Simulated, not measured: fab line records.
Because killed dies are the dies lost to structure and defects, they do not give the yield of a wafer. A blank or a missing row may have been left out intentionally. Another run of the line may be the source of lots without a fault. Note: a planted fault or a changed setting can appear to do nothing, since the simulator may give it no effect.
fab line records    flow sky130    part 1 of 2: steps 1 to 29 of 37
[record] lots = 5  wafers = 15  lastDay = 50
route steps=708 shown LOCAL_INTERCONNECT@394 CONTACT@406
lots that met no fault: taken from a fault-free run of the same line
startH: start of the lot's first displayed wafer, in hours after the record's first day    waitH: time in hours since the lot's previous step    " same as the row above    L1.1+2: a single row standing in for several wafers    - no value, or no start was given    * or withheld: withheld    < > ~ a bound
route shown NAME@n: names a module that has steps shown in the file, with the first one's number in the route    usual: mean/standard deviation of fault-free wafers    same: alike in all rows    chamber/n: place in a boat    sites: readings site by site    _std_site: their standard deviation    _edge_site: inner sites' mean taken away from outer sites' mean    radiusMm: for every site, how far away it sits from the centre of the wafer    mask NAME#n: copy n    behind: the last tool/chamber to shape the wafer    hold: why the lot went on hold/how many hours it stayed there/how the hold came to an end    device: the n, p or np transistor that did not switch    end of line: tests of these same wafers at the route's end    a step without rows: its recipe alone    killed: count of dies lost to structure and defects at first sort (not the wafer's yield)    map: a wafer's dies, x killed, . not, _ none there
set.NAME: the run value of the setting; set.NAME@STEP: its run value at that earlier step    model.NAME: the simulator's own value behind a step, which no gauge read
lots at selected steps of the route; one table per step, one row per wafer
services: when a tool's chamber went out of use (startH, in hours from the record's first day, below 0 if earlier), for how many hours, and the reason
[[steps]]
[step SKY_LOCAL_INTERCONNECT_SOFTBAKE_07]
[recipe] tempC = 100  timeS = 90  resist = KrF-thick
lot.wafer   tool           chamber  startH  waitH
L076.1+2+5  lithoTrack-02  0        -       -
L077.3+4+5  lithoTrack-02  0        -       -
L088.1+3+6  lithoTrack-02  0        -       -
L095.1+3+4  lithoTrack-01  0        -       -
L094.3+5+6  lithoTrack-01  0        -       -
[step SKY_LOCAL_INTERCONNECT_EXPOSE_08]
[recipe] maskId = LI1M  na = 0.8  sourceShape = annular  sigmaInner = 0.55  sigmaOuter = 0.85  targetCdNm = 170  doseMj = 28
lot.wafer   tool           chamber  startH  waitH  mask
L076.1+2+5  krfScanner-02  0        -       -      LI1M#0
L077.3+4+5  krfScanner-01  0        -       -      LI1M#0
L088.1+3+6  krfScanner-02  0        -       -      LI1M#0
L095.1+3+4  krfScanner-01  0        -       -      LI1M#0
L094.3+5+6  krfScanner-01  0        -       -      LI1M#0
[step SKY_LOCAL_INTERCONNECT_PEB_09]
[recipe] pebTempC = withheld  pebTimeS = withheld  resist = KrF-thick
lot.wafer   tool           chamber  startH  waitH
L076.1+2+5  lithoTrack-02  0        -       -
L077.3+4+5  lithoTrack-03  0        -       -
L088.1+3+6  lithoTrack-03  0        -       -
L095.1+3+4  lithoTrack-01  0        -       -
L094.3+5+6  lithoTrack-03  0        -       -
[step SKY_LOCAL_INTERCONNECT_DEVELOP_10]
[recipe] developTimeS = 60  resist = KrF-thick  devTempC = 21
lot.wafer   tool           chamber  startH  waitH
L076.1+2+5  lithoTrack-02  0        -       -
L077.3+4+5  lithoTrack-03  0        -       -
L088.1+3+6  lithoTrack-03  0        -       -
L095.1+3+4  lithoTrack-01  0        -       -
L094.3+5+6  lithoTrack-03  0        -       -
[step SKY_LOCAL_INTERCONNECT_CD_MEAS_11]
[recipe] targetCdNm = 170
[usual] cdNm = 170.1/1.7
lot.wafer  tool      chamber  startH  waitH  cdNm
L076.1     cdSem-01  -        701.46  -      169.6
L076.2     "         -        "       "      171.5
L076.5     "         -        "       "      170.2
L077.3     cdSem-02  -        722.68  -      169.7
L077.4     "         -        "       "      173.0
L077.5     "         -        "       "      171.6
L088.1     cdSem-01  -        808.14  -      172.2
L088.3     "         -        "       "      172.7
L088.6     "         -        "       "      171.9
L095.1     cdSem-02  -        877.22  -      165.2
L095.3     "         -        "       "      166.5
L095.4     "         -        "       "      167.1
L094.3     cdSem-01  -        878.28  -      170.2
L094.5     "         -        "       "      168.6
L094.6     "         -        "       "      169.3
[step SKY_LOCAL_INTERCONNECT_OVL_MEAS_12]
[usual] LOCAL_INTERCONNECT_OVL = -3/4.6
lot.wafer  tool        chamber  startH  waitH  LOCAL_INTERCONNECT_OVL[nm]
L076.1     overlay-01  -        701.58  0.1    -9
L076.2     "           -        "       "      -5
L076.5     "           -        "       "      -3
L077.3     overlay-02  -        722.77  0.1    -3
L077.4     "           -        "       "      -4
L077.5     "           -        "       "      -6
L088.1     overlay-02  -        808.26  0.1    -4
L088.3     "           -        "       "      -15
L088.6     "           -        "       "      -5
L095.1     overlay-01  -        877.34  0.1    -9
L095.3     "           -        "       "      -1
L095.4     "           -        "       "      -14
L094.3     overlay-02  -        878.37  0.1    4
L094.5     "           -        "       "      -5
L094.6     "           -        "       "      0
[step SKY_LOCAL_INTERCONNECT_ETCH_13]
[recipe] chemistry = N2/H2  target = BARC  ionEnergyEv = 200  biasW = 100  pressureMtorr = 30  n2FlowSccm = 100  h2FlowSccm = 200  icpW = 500  stopOn = SiO2  timeS = 45.9  targetDepthA = 600
[usual] chamberPressureMTorr = 30.002/0.028  drypumpMotorCurrentA = 5.5/0.51  oesProductAu = 0.854/0.0048  throttleValvePct = 13.224/0.0087
lot.wafer  tool         chamber  startH  waitH  chamberPressureMTorr  drypumpMotorCurrentA  oesProductAu  rfHoursCounterH  throttleValvePct
L076.1     rieMetal-02  0        701.62  0.0    29.974                6.2                   0.860         12               13.222
L076.2     "            1        "       "      30.030                4.9                   0.853         10               13.239
L076.5     "            1        "       "      29.977                4.9                   0.853         -                13.208
L077.3     rieMetal-02  1        722.82  0.0    29.996                4.9                   0.851         -                13.219
L077.4     "            0        "       "      30.055                6.2                   0.857         -                13.219
L077.5     "            0        "       "      29.993                6.2                   0.856         -                13.220
L088.1     rieMetal-01  1        808.30  0.0    29.955                5.2                   0.859         9                13.226
L088.3     "            1        "       "      30.030                5.2                   0.852         -                13.221
L088.6     "            1        "       "      29.985                5.2                   0.850         -                13.236
L095.1     rieMetal-03  0        877.37  0.0    29.975                5.1                   0.846         5                13.212
L095.3     "            0        "       "      29.960                5.1                   0.859         -                13.219
L095.4     "            0        "       "      30.004                5.1                   0.847         -                13.216
L094.3     rieMetal-02  0        878.42  0.0    30.025                6.2                   0.854         -                13.236
L094.5     "            0        "       "      30.027                6.2                   0.853         -                13.230
L094.6     "            1        "       "      29.990                4.9                   0.855         -                13.219
[step SKY_LOCAL_INTERCONNECT_METAL_ETCH_14]
[recipe] targetDepthNm = 110  stopOn = PSG  chemistry = Cl2/BCl3  target = TiN  resistSidewallDeg = 88  pressureMtorr = 10  icpW = 900  biasW = 48.5  Cl2_flow_sccm = 60  bcl3FlowSccm = 30  timeS = 31.4
[usual] chamberPressureMTorr = 10.001/0.0092  drypumpMotorCurrentA = 5.5/0.51  mfcCl2Sccm = 59.95/0.16  oesProductAu = 0.941/0.0069  throttleValvePct = 21.902/0.01
lot.wafer  tool         chamber  startH  waitH  chamberPressureMTorr  drypumpMotorCurrentA  mfcCl2Sccm  oesProductAu  rfHoursCounterH  throttleValvePct
L076.1     rieMetal-02  0        701.68  0.0    10.008                6.2                   59.82       0.931         12               21.915
L076.2     "            1        "       "      10.005                4.8                   60.05       0.954         10               21.887
L076.5     "            1        "       "      10.001                4.8                   60.09       0.937         -                21.900
L077.3     rieMetal-02  1        722.88  0.0    9.997                 4.8                   60.01       0.936         -                21.904
L077.4     "            0        "       "      9.994                 6.2                   59.94       0.932         -                21.895
L077.5     "            0        "       "      9.994                 6.2                   60.17       0.936         -                21.914
L088.1     rieMetal-01  1        808.36  0.0    9.989                 5.2                   59.90       0.943         9                21.915
L088.3     "            1        "       "      10.016                5.2                   59.87       0.940         -                21.900
L088.6     "            1        "       "      10.029                5.2                   60.24       0.944         -                21.906
L095.1     rieMetal-03  0        877.50  0.1    10.010                5.1                   59.92       0.952         5                21.882
L095.3     "            0        "       "      10.013                5.1                   59.79       0.943         -                21.896
L095.4     "            0        "       "      9.988                 5.1                   59.83       0.942         -                21.891
L094.3     rieMetal-02  0        878.48  0.0    10.002                6.2                   60.12       0.940         -                21.889
L094.5     "            0        "       "      10.010                6.2                   60.02       0.943         -                21.895
L094.6     "            1        "       "      10.008                4.8                   59.97       0.933         -                21.894
[step SKY_LOCAL_INTERCONNECT_STRIP_15]
[recipe] chemistry = O2/N2  powerW = 1400  pressureMtorr = 1500  platenTempC = withheld  o2FlowSccm = 3000  n2FlowSccm = 300  overashFraction = 0.5
[usual] chamberPressureMTorr = 1500.1/1.2  drypumpMotorCurrentA = 5.8/0.46  oesProductAu = 0.427/0.0048  stripTimeToEndpointS = 4.718/0.021
lot.wafer  tool            chamber  startH  waitH  chamberPressureMTorr  drypumpMotorCurrentA  oesProductAu  rfHoursCounterH  stripTimeToEndpointS
L076.1     plasmaAsher-01  1        701.74  0.0    1498.0                5.7                   0.428         101              4.732
L076.2     "               0        "       "      1501.1                6.7                   0.424         101              4.740
L076.5     "               1        "       "      1498.7                5.7                   0.424         -                4.744
L077.3     plasmaAsher-01  1        722.95  0.1    1500.8                5.7                   0.437         -                4.748
L077.4     "               0        "       "      1501.0                6.7                   0.419         -                4.728
L077.5     "               0        "       "      1500.0                6.7                   0.419         -                4.712
L088.1     plasmaAsher-04  1        808.41  0.0    1500.8                5.3                   0.435         100              4.716
L088.3     "               0        "       "      1500.5                5.3                   0.426         -                4.712
L088.6     "               1        "       "      1499.2                5.3                   0.432         -                4.703
L095.1     plasmaAsher-02  1        877.60  0.1    1499.5                6.0                   0.432         74               4.712
L095.3     "               0        "       "      1498.6                5.8                   0.429         -                4.724
L095.4     "               1        "       "      1500.7                5.9                   0.421         -                4.725
L094.3     plasmaAsher-04  1        878.55  0.1    1499.7                5.3                   0.427         -                4.686
L094.5     "               1        "       "      1496.1                5.3                   0.426         -                4.698
L094.6     "               0        "       "      1498.6                5.4                   0.422         -                4.728
[step SKY_LOCAL_INTERCONNECT_STRIP_16]
[recipe] chemistry = postEtchResidueRemover  timeS = 1200  tempC = 72.5
[usual] tempC = 72.47/0.13
lot.wafer  tool         chamber  startH  waitH  tempC
L076.1     wetBench-03  3        701.84  0.1    72.55
L076.2     "            3        "       "      72.54
L076.5     "            3        "       "      72.42
L077.3     wetBench-01  3        723.01  0.0    72.47
L077.4     "            3        "       "      72.64
L077.5     "            3        "       "      72.48
L088.1     wetBench-03  1        808.51  0.1    72.24
L088.3     "            1        "       "      72.21
L088.6     "            1        "       "      72.44
L095.1     wetBench-03  0        877.70  0.1    72.49
L095.3     "            0        "       "      72.59
L095.4     "            0        "       "      72.66
L094.3     wetBench-01  2        878.61  0.0    72.33
L094.5     "            2        "       "      72.51
L094.6     "            2        "       "      72.56
[step SKY_LOCAL_INTERCONNECT_CLEAN_17]
[recipe] chemistry = IPA  timeS = 180  tempC = 25
[usual] tempC = 25.00/0.12
lot.wafer  tool         chamber  startH  waitH  tempC
L076.1     wetBench-01  3        702.21  0.0    25.01
L076.2     "            3        "       "      24.70
L076.5     "            3        "       "      24.94
L077.3     wetBench-04  2        723.42  0.0    24.83
L077.4     "            2        "       "      24.91
L077.5     "            2        "       "      24.84
L088.1     wetBench-01  1        808.85  0.0    25.16
L088.3     "            1        "       "      25.01
L088.6     "            1        "       "      24.97
L095.1     wetBench-01  1        878.04  0.0    24.89
L095.3     "            1        "       "      24.80
L095.4     "            1        "       "      24.96
L094.3     wetBench-03  0        878.95  0.0    24.89
L094.5     "            0        "       "      25.00
L094.6     "            0        "       "      25.01
[step SKY_LOCAL_INTERCONNECT_CLEAN_18]
[recipe] chemistry = O3/DIW  dry = n2Spin
lot.wafer   tool         chamber  startH  waitH
L076.1+2+5  wetBench-04  1        702.28  0.0
L077.3+4+5  wetBench-01  1        723.48  0.0
L088.1+3+6  wetBench-04  3        808.92  0.0
L095.1+3+4  wetBench-03  0        878.10  0.0
L094.3+5+6  wetBench-01  0        879.01  0.0
[step SKY_CONTACT_CVD_00]
[recipe] material = Si3N4  targetThkNm = 75  tempC = 400  timeS = withheld  rfW = 450
[usual] heaterPowerW = 670/100
lot.wafer  tool      chamber  startH  waitH  heaterPowerW
L076.1     pecvd-01  0        702.37  0.0    710
L076.2     "         2        "       "      609
L076.5     "         1        "       "      577
L077.3     pecvd-02  1        723.59  0.0    514
L077.4     "         1        "       "      526
L077.5     "         2        "       "      823
L088.1     pecvd-01  0        809.01  0.0    788
L088.3     "         1        "       "      639
L088.6     "         0        "       "      792
L095.1     pecvd-03  0        878.19  0.0    535
L095.3     "         1        "       "      649
L095.4     "         2        "       "      876
L094.3     pecvd-02  1        879.10  0.0    595
L094.5     "         0        "       "      630
L094.6     "         1        "       "      604
[step SKY_CONTACT_THK_MEAS_01]
[recipe] reads = Si3N4_of_CONTACT_CVD_00
[usual] CONTACT_CVD_00_THK = 74.7/1.1
lot.wafer  tool          chamber  startH  waitH  CONTACT_CVD_00_THK[nm]
L076.1     filmMetro-02  -        702.40  -      74.4
L076.2     "             -        "       "      74.4
L076.5     "             -        "       "      77.2
L077.3     filmMetro-03  -        723.64  -      73.6
L077.4     "             -        "       "      74.3
L077.5     "             -        "       "      75.7
L088.1     filmMetro-02  -        809.04  -      73.2
L088.3     "             -        "       "      75.0
L088.6     "             -        "       "      75.6
L095.1     filmMetro-02  -        878.23  -      74.9
L095.3     "             -        "       "      74.7
L095.4     "             -        "       "      75.8
L094.3     filmMetro-03  -        879.20  -      73.9
L094.5     "             -        "       "      76.3
L094.6     "             -        "       "      74.2
[step SKY_CONTACT_HDPCVD_02]
[recipe] material = SiO2  targetThkNm = 565  sigmaOpenFrac = 0.3  timeS = 94.2  tempC = 600  sih4FlowSccm = 60  pressureMtorr = 6
lot.wafer   tool       chamber  startH  waitH
L076.1+2+5  hdpcvd-01  0,2,1    702.46  0.1
L077.3+4+5  hdpcvd-02  2,2,0    723.68  0.0
L088.1+3+6  hdpcvd-01  1,0,0    809.10  0.1
L095.1+3+4  hdpcvd-02  1,0,1    878.29  0.1
L094.3+5+6  hdpcvd-01  1,0,2    879.24  0.0
[step SKY_CONTACT_THK_MEAS_03]
[recipe] reads = SiO2_of_CONTACT_HDPCVD_02
[usual] CONTACT_HDPCVD_THK = 565/5.6
lot.wafer  tool          chamber  startH  waitH  CONTACT_HDPCVD_THK[nm]
L076.1     filmMetro-02  -        702.53  0.0    573
L076.2     "             -        "       "      567
L076.5     "             -        "       "      570
L077.3     filmMetro-01  -        723.77  0.1    562
L077.4     "             -        "       "      565
L077.5     "             -        "       "      565
L088.1     filmMetro-01  -        809.17  0.0    565
L088.3     "             -        "       "      557
L088.6     "             -        "       "      562
L095.1     filmMetro-02  -        878.36  0.0    556
L095.3     "             -        "       "      563
L095.4     "             -        "       "      560
L094.3     filmMetro-03  -        879.33  0.1    565
L094.5     "             -        "       "      564
L094.6     "             -        "       "      558
[step SKY_CONTACT_CMP_04]
[recipe] material = SiO2  downForcePsi = 4  platenRpm = 60  padVelocityMS = 0.94248
[usual] motorCurrentA = 11.9/1.1  slurryFlowMlMin = 149.9/0.47  timeToEndpointS = 84/3.2
lot.wafer  tool    chamber  startH  waitH  motorCurrentA  slurryFlowMlMin  timeToEndpointS
L076.2     cmp-02  3        702.59  0.0    12.0           149.1            82
L076.1     "       0        "       "      11.9           149.4            79
L076.5     "       0        "       "      11.6           149.6            78
L077.4     cmp-02  0        723.81  0.0    11.3           150.7            83
L077.3     "       3        "       "      11.4           149.4            82
L077.5     "       0        "       "      11.7           149.7            81
L088.1     cmp-01  1        809.23  0.1    10.4           149.7            87
L088.3     "       2        "       "      13.8           151.2            83
L088.6     "       1        "       "      10.8           149.5            83
L095.4     cmp-01  2        878.47  0.1    13.8           150.1            82
L095.3     "       3        "       "      11.8           149.8            87
L095.1     "       0        "       "      11.7           149.8            83
L094.3     cmp-01  2        879.37  0.0    14.3           150.0            83
L094.5     "       2        "       "      13.6           150.3            84
L094.6     "       3        "       "      11.5           150.1            87
[step SKY_CONTACT_BOW_MEAS_05]
[recipe] mode = bow
[usual] CONTACT_BOW = 82/7.4
lot.wafer  tool          chamber  startH  waitH  CONTACT_BOW[um]
L076.1     filmMetro-02  -        702.89  0.2    87
L076.2     "             -        "       "      90
L076.5     "             -        "       "      75
L077.3     filmMetro-01  -        724.15  0.1    78
L077.4     "             -        "       "      87
L077.5     "             -        "       "      79
L088.1     filmMetro-02  -        809.53  0.2    88
L088.3     "             -        "       "      85
L088.6     "             -        "       "      71
L095.1     filmMetro-02  -        878.72  0.1    67
L095.3     "             -        "       "      75
L095.4     "             -        "       "      76
L094.3     filmMetro-02  -        879.71  0.3    77
L094.5     "             -        "       "      87
L094.6     "             -        "       "      86
[step SKY_CONTACT_DEHYDRATE_06]
[recipe] tempC = 200  timeS = 60
lot.wafer   tool           chamber  startH  waitH
L076.1+2+5  lithoTrack-02  0        716.52  13.6
L077.3+4+5  lithoTrack-04  0        737.55  13.4
L088.1+3+6  lithoTrack-02  0        822.97  13.4
L095.1+3+4  lithoTrack-02  0        890.77  12.0
L094.3+5+6  lithoTrack-02  0        891.62  11.9
[step SKY_CONTACT_HMDS_07]
[recipe] primeTimeS = 60  primeTempC = 120
[usual] primeTempC = 119.96/0.13
lot.wafer  tool           chamber  startH  waitH  primeTempC
L076.1     lithoTrack-02  0        716.67  0.1    120.06
L076.2     "              0        "       "      120.04
L076.5     "              0        "       "      119.97
L077.3     lithoTrack-04  0        737.70  0.1    119.84
L077.4     "              0        "       "      119.75
L077.5     "              0        "       "      119.83
L088.1     lithoTrack-02  0        823.12  0.1    120.03
L088.3     "              0        "       "      119.88
L088.6     "              0        "       "      120.18
L095.1     lithoTrack-02  0        890.92  0.1    119.94
L095.3     "              0        "       "      119.93
L095.4     "              0        "       "      119.79
L094.3     lithoTrack-02  0        891.77  0.1    119.84
L094.5     "              0        "       "      119.95
L094.6     "              0        "       "      120.01
[step SKY_CONTACT_COAT_08]
[recipe] resist = BARC  tempC = withheld  timeS = withheld  spinRpm = 3000  resistThkNm = 60
lot.wafer   tool           chamber  startH  waitH
L076.1+2+5  lithoTrack-02  0        716.82  0.1
L077.3+4+5  lithoTrack-04  0        737.85  0.1
L088.1+3+6  lithoTrack-02  0        823.27  0.1
L095.1+3+4  lithoTrack-02  0        891.07  0.1
L094.3+5+6  lithoTrack-02  0        891.92  0.1
[step SKY_CONTACT_COAT_09]
[recipe] resist = KrF-thick  spinRpm = 3000  resistThkNm = 450
lot.wafer   tool           chamber  startH  waitH
L076.1+2+5  lithoTrack-02  0        -       -
L077.3+4+5  lithoTrack-04  0        -       -
L088.1+3+6  lithoTrack-02  0        -       -
L095.1+3+4  lithoTrack-02  0        -       -
L094.3+5+6  lithoTrack-02  0        -       -
[step SKY_CONTACT_SOFTBAKE_10]
[recipe] tempC = 100  timeS = 90  resist = KrF-thick
lot.wafer   tool           chamber  startH  waitH
L076.1+2+5  lithoTrack-02  0        -       -
L077.3+4+5  lithoTrack-04  0        -       -
L088.1+3+6  lithoTrack-02  0        -       -
L095.1+3+4  lithoTrack-02  0        -       -
L094.3+5+6  lithoTrack-02  0        -       -
[step SKY_CONTACT_EXPOSE_11]
[recipe] maskId = CTM1  na = 0.8  sourceShape = annular  sigmaInner = 0.55  sigmaOuter = 0.85  targetCdNm = 170  doseMj = 38
lot.wafer   tool           chamber  startH  waitH  mask
L076.1+2+5  krfScanner-02  0        -       -      CTM1#0
L077.3+4+5  krfScanner-02  0        -       -      CTM1#0
L088.1+3+6  krfScanner-02  0        -       -      CTM1#0
L095.1+3+4  krfScanner-02  0        -       -      CTM1#0
L094.3+5+6  krfScanner-02  0        -       -      CTM1#0
[step SKY_CONTACT_PEB_12]
[recipe] pebTempC = withheld  pebTimeS = withheld  resist = KrF-thick
lot.wafer   tool           chamber  startH  waitH
L076.1+2+5  lithoTrack-04  0        -       -
L077.3+4+5  lithoTrack-03  0        -       -
L088.1+3+6  lithoTrack-02  0        -       -
L095.1+3+4  lithoTrack-03  0        -       -
L094.3+5+6  lithoTrack-02  0        -       -
[step SKY_CONTACT_DEVELOP_13]
[recipe] developTimeS = 60  resist = KrF-thick  devTempC = 21
lot.wafer   tool           chamber  startH  waitH
L076.1+2+5  lithoTrack-04  0        -       -
L077.3+4+5  lithoTrack-03  0        -       -
L088.1+3+6  lithoTrack-02  0        -       -
L095.1+3+4  lithoTrack-03  0        -       -
L094.3+5+6  lithoTrack-02  0        -       -
[step SKY_CONTACT_CD_MEAS_14]
[recipe] targetCdNm = 170
[usual] cdNm = 169.5/1.3
lot.wafer  tool      chamber  startH  waitH  cdNm
L076.1     cdSem-02  -        731.30  -      169.3
L076.2     "         -        "       "      169.8
L076.5     "         -        "       "      169.2
L077.3     cdSem-02  -        751.43  -      168.2
L077.4     "         -        "       "      169.2
L077.5     "         -        "       "      169.2
L088.1     cdSem-01  -        836.47  -      168.6
L088.3     "         -        "       "      169.1
L088.6     "         -        "       "      167.3
L095.1     cdSem-02  -        903.99  -      168.4
L095.3     "         -        "       "      167.6
L095.4     "         -        "       "      168.4
L094.3     cdSem-02  -        904.76  -      167.7
L094.5     "         -        "       "      167.5
L094.6     "         -        "       "      167.8
[step SKY_CONTACT_OVL_MEAS_15]
[usual] CONTACT_OVL = -1/6
lot.wafer  tool        chamber  startH  waitH  CONTACT_OVL[nm]
L076.1     overlay-02  -        731.42  0.1    1
L076.2     "           -        "       "      -4
L076.5     "           -        "       "      4
L077.3     overlay-02  -        751.52  0.1    6
L077.4     "           -        "       "      0
L077.5     "           -        "       "      16
L088.1     overlay-01  -        836.59  0.1    9
L088.3     "           -        "       "      12
L088.6     "           -        "       "      8
L095.1     overlay-01  -        904.11  0.1    11
L095.3     "           -        "       "      5
L095.4     "           -        "       "      0
L094.3     overlay-01  -        904.85  0.1    3
L094.5     "           -        "       "      -2
L094.6     "           -        "       "      0
[step SKY_CONTACT_ETCH_16]
[recipe] chemistry = N2/H2  target = BARC  ionEnergyEv = 200  sourceW = 500  biasW = 100  pressureMtorr = 30  n2FlowSccm = 100  h2FlowSccm = 200  stopOn = SiO2  timeS = 45.9  targetDepthA = 600
[usual] chamberPressureMTorr = 29.999/0.027  drypumpMotorCurrentA = 5.6/0.39  oesProductAu = 0.854/0.0047  throttleValvePct = 13.226/0.009
lot.wafer  tool        chamber  startH  waitH  chamberPressureMTorr  drypumpMotorCurrentA  oesProductAu  rfHoursCounterH  throttleValvePct
L076.1     rieDiel-01  1        731.45  0.0    30.008                5.2                   0.855         11               13.221
L076.2     "           2        "       "      30.008                5.1                   0.860         6                13.225
L076.5     "           2        "       "      29.982                5.1                   0.862         -                13.215
L077.3     rieDiel-01  0        751.55  0.0    29.991                5.2                   0.861         11               13.226
L077.4     "           2        "       "      30.008                5.1                   0.856         6                13.215
L077.5     "           1        "       "      29.967                5.2                   0.852         -                13.251
L088.1     rieDiel-01  0        836.62  0.0    29.973                5.2                   0.857         14               13.228
L088.3     "           3        "       "      29.984                5.9                   0.852         17               13.226
L088.6     "           2        "       "      30.030                5.1                   0.863         -                13.245
L095.1     rieDiel-03  2        904.15  0.0    30.015                6.0                   0.858         5                13.216
L095.3     "           3        "       "      30.004                5.9                   0.857         3                13.226
L095.4     "           1        "       "      30.004                5.7                   0.852         22               13.223
L094.3     rieDiel-01  1        904.87  0.0    29.985                5.3                   0.853         17               13.212
L094.5     "           2        "       "      30.016                5.1                   0.863         -                13.233
L094.6     "           3        "       "      29.992                6.0                   0.853         -                13.213
